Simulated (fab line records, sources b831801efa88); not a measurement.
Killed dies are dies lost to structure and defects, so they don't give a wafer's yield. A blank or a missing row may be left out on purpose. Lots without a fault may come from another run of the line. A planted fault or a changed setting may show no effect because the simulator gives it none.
Which tool did it? | flow gf180mcu | 24 lots, 72 wafers sampled, at 6 steps of a route of 602

WHAT THE GAUGES READ, wafer by wafer
GF_V1_THK_MEAS_01.
lot  | measured     | on            | V1_CVD_00_THK (nm)
L074 | day 16 21:05 | film_metro-01 | 611 603 608
L075 | day 17 13:44 | film_metro-01 | 594 595 596
L076 | day 17 20:10 | film_metro-04 | 600 602 603
L077 | day 18 05:11 | film_metro-01 | 598 593 598
L078 | day 19 03:55 | film_metro-01 | 601 582 595
L079 | day 19 09:55 | film_metro-01 | 588 594 597
L080 | day 19 22:13 | film_metro-04 | 608 594 603
L081 | day 20 04:59 | film_metro-01 | 586 593 603
L082 | day 20 08:37 | film_metro-01 | 601 583 594
L083 | day 20 16:31 | film_metro-02 | 591 588 598
L084 | day 20 23:01 | film_metro-01 | 595 589 593
L085 | day 21 13:10 | film_metro-04 | 607 607 594
L086 | day 21 18:58 | film_metro-04 | 603 595 603
L087 | day 22 01:35 | film_metro-01 | 606 595 602
L088 | day 22 17:17 | film_metro-01 | 600 598 607
L089 | day 23 05:34 | film_metro-01 | 595 603 593
L090 | day 23 06:38 | film_metro-01 | 608 599 604
L091 | day 23 12:32 | film_metro-02 | 595 605 600
L092 | day 23 19:27 | film_metro-02 | 600 595 596
L093 | day 24 04:31 | film_metro-01 | 595 606 595
L094 | day 24 10:06 | film_metro-01 | 601 602 598
L095 | day 24 15:11 | film_metro-04 | 598 608 605
L096 | day 24 20:31 | film_metro-04 | 602 613 605
L097 | day 25 04:43 | film_metro-02 | 601 592 596

GF_V2_CD_MEAS_14: target cd 260 nm.
lot  | measured     | on        | cd_nm (nm)
L074 | day 20 03:39 | cd_sem-01 | 259.0 259.2 258.9
L075 | day 20 15:50 | cd_sem-02 | 259.6 260.2 260.1
L076 | day 21 00:30 | cd_sem-01 | 261.1 261.0 260.9
L077 | day 21 09:34 | cd_sem-02 | 260.8 259.3 258.9
L078 | day 22 06:42 | cd_sem-01 | 262.4 261.6 262.2
L079 | day 22 12:17 | cd_sem-01 | 258.7 260.3 259.7
L080 | day 23 00:59 | cd_sem-01 | 258.0 258.3 258.5
L081 | day 23 09:21 | cd_sem-02 | 259.1 258.7 258.0
L082 | day 23 10:52 | cd_sem-02 | 259.1 259.1 259.4
L083 | day 23 18:37 | cd_sem-01 | 262.0 260.9 262.1
L084 | day 24 02:16 | cd_sem-01 | 260.4 262.8 263.1
L085 | day 24 13:42 | cd_sem-02 | 258.8 259.6 259.7
L086 | day 24 20:19 | cd_sem-01 | 259.1 259.0 259.1
L087 | day 25 02:08 | cd_sem-01 | 261.1 261.2 261.3
L088 | day 25 13:53 | cd_sem-02 | 261.4 260.8 261.7
L089 | day 26 03:28 | cd_sem-02 | 259.8 260.0 259.5
L090 | day 26 03:48 | cd_sem-02 | 258.5 258.4 258.5
L091 | day 26 09:37 | cd_sem-02 | 259.7 259.5 260.7
L092 | day 26 15:28 | cd_sem-02 | 262.1 261.2 261.3
L093 | day 27 00:12 | cd_sem-02 | 258.7 259.3 259.9
L094 | day 27 04:02 | cd_sem-01 | 260.5 260.2 261.1
L095 | day 27 10:22 | cd_sem-02 | 260.9 261.8 261.5
L096 | day 27 15:07 | cd_sem-02 | 261.0 260.2 260.8
L097 | day 27 21:55 | cd_sem-02 | 259.9 261.9 260.9

GF_PASSIVATION_THK_MEAS_03.
lot  | measured     | on            | PASSIVATION_CVD_02_THK (nm)
L074 | day 28 01:11 | film_metro-02 | 701 709 708
L075 | day 28 12:58 | film_metro-03 | 694 708 701
L076 | day 28 16:52 | film_metro-03 | 703 701 704
L077 | day 29 02:05 | film_metro-03 | 691 707 713
L078 | day 29 18:26 | film_metro-02 | 688 685 697
L079 | day 30 01:01 | film_metro-03 | 685 696 707
L080 | day 30 14:11 | film_metro-02 | 699 700 697
L081 | day 30 15:49 | film_metro-02 | 688 702 713
L082 | day 30 18:13 | film_metro-02 | 692 696 693
L083 | day 31 01:00 | film_metro-02 | 686 694 711
L084 | day 31 05:33 | film_metro-02 | 699 698 705
L085 | day 31 15:55 | film_metro-04 | 705 714 719
L086 | day 31 21:22 | film_metro-02 | 704 718 707
L087 | day 32 01:04 | film_metro-03 | 695 701 699
L088 | day 32 11:09 | film_metro-02 | 687 703 703
L089 | day 32 21:52 | film_metro-02 | 699 707 709
L090 | day 32 23:05 | film_metro-03 | 692 696 709
L091 | day 33 01:26 | film_metro-02 | 714 714 724
L092 | day 33 07:10 | film_metro-04 | 700 706 716
L093 | day 33 14:35 | film_metro-04 | 711 709 704
L094 | day 33 17:29 | film_metro-03 | 701 704 702
L095 | day 33 21:33 | film_metro-03 | 695 697 705
L096 | day 34 01:50 | film_metro-03 | 693 690 702
L097 | day 34 05:44 | film_metro-02 | 689 693 707

WHICH TOOL RAN EACH LOT (tool, then ch and the chambers of the sampled wafers, then the start)
lot  | GF_V2_SPUTTER_22             | GF_V5_SPUTTER_22             | GF_TOP_METAL_SPUTTER_01
L074 | pvd_sputter-04, day 20 04:31 | pvd_sputter-04, day 27 02:52 | pvd_sputter-02, day 27 03:35
L075 | pvd_sputter-04, day 20 16:46 | pvd_sputter-04, day 27 14:48 | pvd_sputter-02, day 27 15:32
L076 | pvd_sputter-01, day 21 01:25 | pvd_sputter-04, day 27 19:53 | pvd_sputter-02, day 27 20:37
L077 | pvd_sputter-03, day 21 10:30 | pvd_sputter-04, day 28 04:49 | pvd_sputter-03, day 28 05:32
L078 | pvd_sputter-04, day 22 07:34 | pvd_sputter-04, day 28 21:15 | pvd_sputter-03, day 28 22:11
L079 | pvd_sputter-04, day 22 13:29 | pvd_sputter-01, day 29 04:04 | pvd_sputter-02, day 29 04:47
L080 | pvd_sputter-03, day 23 01:57 | pvd_sputter-01, day 29 17:30 | pvd_sputter-04, day 29 18:14
L081 | pvd_sputter-04, day 23 10:37 | pvd_sputter-04, day 29 19:44 | pvd_sputter-02, day 29 20:35
L082 | pvd_sputter-04, day 23 11:44 | pvd_sputter-01, day 29 22:10 | pvd_sputter-03, day 29 22:53
L083 | pvd_sputter-01, day 23 19:27 | pvd_sputter-01, day 30 04:49 | pvd_sputter-03, day 30 05:32
L084 | pvd_sputter-04, day 24 03:08 | pvd_sputter-04, day 30 09:34 | pvd_sputter-02, day 30 10:18
L085 | pvd_sputter-04, day 24 14:37 | pvd_sputter-02, day 30 20:28 | pvd_sputter-02, day 30 21:17
L086 | pvd_sputter-04, day 24 21:13 | pvd_sputter-04, day 31 01:34 | pvd_sputter-03, day 31 02:18
L087 | pvd_sputter-04, day 25 03:02 | pvd_sputter-04, day 31 05:20 | pvd_sputter-04, day 31 06:04
L088 | pvd_sputter-03, day 25 14:44 | pvd_sputter-01, day 31 17:28 | pvd_sputter-03, day 31 18:11
L089 | pvd_sputter-04, day 26 04:22 | pvd_sputter-02, day 32 01:30 | pvd_sputter-03, day 32 04:39
L090 | pvd_sputter-03, day 26 04:43 | pvd_sputter-02, day 32 03:07 | pvd_sputter-03, day 32 05:15
L091 | pvd_sputter-01, day 26 10:26 | pvd_sputter-01, day 32 07:21 | pvd_sputter-02, day 32 08:05
L092 | pvd_sputter-03, day 26 16:46 | pvd_sputter-04, day 32 12:24 | pvd_sputter-02, day 32 13:08
L093 | pvd_sputter-04, day 27 01:08 | pvd_sputter-01, day 32 20:59 | pvd_sputter-03, day 32 21:43
L094 | pvd_sputter-04, day 27 04:53 | pvd_sputter-01, day 32 23:40 | pvd_sputter-03, day 33 00:23
L095 | pvd_sputter-01, day 27 11:17 | pvd_sputter-04, day 33 03:53 | pvd_sputter-03, day 33 04:37
L096 | pvd_sputter-04, day 27 16:00 | pvd_sputter-04, day 33 08:47 | pvd_sputter-04, day 33 09:31
L097 | pvd_sputter-01, day 27 22:47 | pvd_sputter-02, day 33 12:23 | pvd_sputter-04, day 33 13:07
- GF_V2_SPUTTER_22: material TiN, target thk 10 nm, time 40 s.
- GF_V5_SPUTTER_22: material TiN, target thk 10 nm, time 40 s.
- GF_TOP_METAL_SPUTTER_01: material TiN, target thk 30 nm, time 25 s.

WHAT THE TOOLS THEMSELVES READ (means of the sampled wafers that have a number; where no wafer has one, the mark that the record gives instead)
GF_V2_SPUTTER_22.
lot  | tool           | throttle_valve_pct (%)
L074 | pvd_sputter-04 | 29.9
L075 | pvd_sputter-04 | 30.7
L076 | pvd_sputter-01 | 30.3
L077 | pvd_sputter-03 | 30.0
L078 | pvd_sputter-04 | 30.7
L079 | pvd_sputter-04 | 31.0
L080 | pvd_sputter-03 | 30.3
L081 | pvd_sputter-04 | 30.7
L082 | pvd_sputter-04 | 30.7
L083 | pvd_sputter-01 | 29.8
L084 | pvd_sputter-04 | 30.1
L085 | pvd_sputter-04 | 30.0
L086 | pvd_sputter-04 | 30.3
L087 | pvd_sputter-04 | 30.7
L088 | pvd_sputter-03 | 30.0
L089 | pvd_sputter-04 | 30.7
L090 | pvd_sputter-03 | 29.7
L091 | pvd_sputter-01 | 30.3
L092 | pvd_sputter-03 | 30.3
L093 | pvd_sputter-04 | 30.1
L094 | pvd_sputter-04 | 30.3
L095 | pvd_sputter-01 | 30.8
L096 | pvd_sputter-04 | 30.6
L097 | pvd_sputter-01 | 30.1

GF_V5_SPUTTER_22.
lot  | tool           | throttle_valve_pct (%)
L074 | pvd_sputter-04 | 30.2
L075 | pvd_sputter-04 | 30.0
L076 | pvd_sputter-04 | 30.7
L077 | pvd_sputter-04 | 31.1
L078 | pvd_sputter-04 | 30.1
L079 | pvd_sputter-01 | 30.6
L080 | pvd_sputter-01 | 30.2
L081 | pvd_sputter-04 | 30.4
L082 | pvd_sputter-01 | 30.4
L083 | pvd_sputter-01 | 30.7
L084 | pvd_sputter-04 | 31.0
L085 | pvd_sputter-02 | 29.6
L086 | pvd_sputter-04 | 30.2
L087 | pvd_sputter-04 | 30.0
L088 | pvd_sputter-01 | 30.5
L089 | pvd_sputter-02 | 29.5
L090 | pvd_sputter-02 | 30.5
L091 | pvd_sputter-01 | 30.1
L092 | pvd_sputter-04 | 30.5
L093 | pvd_sputter-01 | 30.0
L094 | pvd_sputter-01 | 30.4
L095 | pvd_sputter-04 | 30.0
L096 | pvd_sputter-04 | 30.6
L097 | pvd_sputter-02 | 29.5

GF_TOP_METAL_SPUTTER_01.
lot  | tool           | throttle_valve_pct (%)
L074 | pvd_sputter-02 | 30.5
L075 | pvd_sputter-02 | 30.5
L076 | pvd_sputter-02 | 30.1
L077 | pvd_sputter-03 | 30.2
L078 | pvd_sputter-03 | 29.8
L079 | pvd_sputter-02 | 29.7
L080 | pvd_sputter-04 | 30.7
L081 | pvd_sputter-02 | 30.0
L082 | pvd_sputter-03 | 30.2
L083 | pvd_sputter-03 | 30.3
L084 | pvd_sputter-02 | 30.1
L085 | pvd_sputter-02 | 30.4
L086 | pvd_sputter-03 | 29.3
L087 | pvd_sputter-04 | 30.3
L088 | pvd_sputter-03 | 30.4
L089 | pvd_sputter-03 | 29.5
L090 | pvd_sputter-03 | 30.1
L091 | pvd_sputter-02 | 30.4
L092 | pvd_sputter-02 | 29.2
L093 | pvd_sputter-03 | 30.5
L094 | pvd_sputter-03 | 30.1
L095 | pvd_sputter-03 | 30.0
L096 | pvd_sputter-04 | 30.5
L097 | pvd_sputter-04 | 30.4

THE ANSWER, worked out from the rows above alone
Rule: what is usual is taken from the lots themselves. Put in order of their means at a reading, lots are off if they are a third of the lots or fewer, leave a main group of 4 or more, and stand apart from it by a gap of 3 or more times the standard deviation of the main group's means; of several such gaps the widest counts. A main group whose means are all the same, to the digits that the tables above print for the reading, isn't used. A lot without any number at a reading at which 4 lots or more have one is off too. The other lots that the step has rows for count as sound. The gauges are gone through in route order, then the tools' own readings, and for those a lot's mean is taken as printed above. The first step at which some lot is off is used, and at that step the reading that is off furthest; a lot without a number counts as furthest.
No lot is off at any reading shown: from this, nothing can be told.

WHAT THE SIMULATOR HAD PUT IN
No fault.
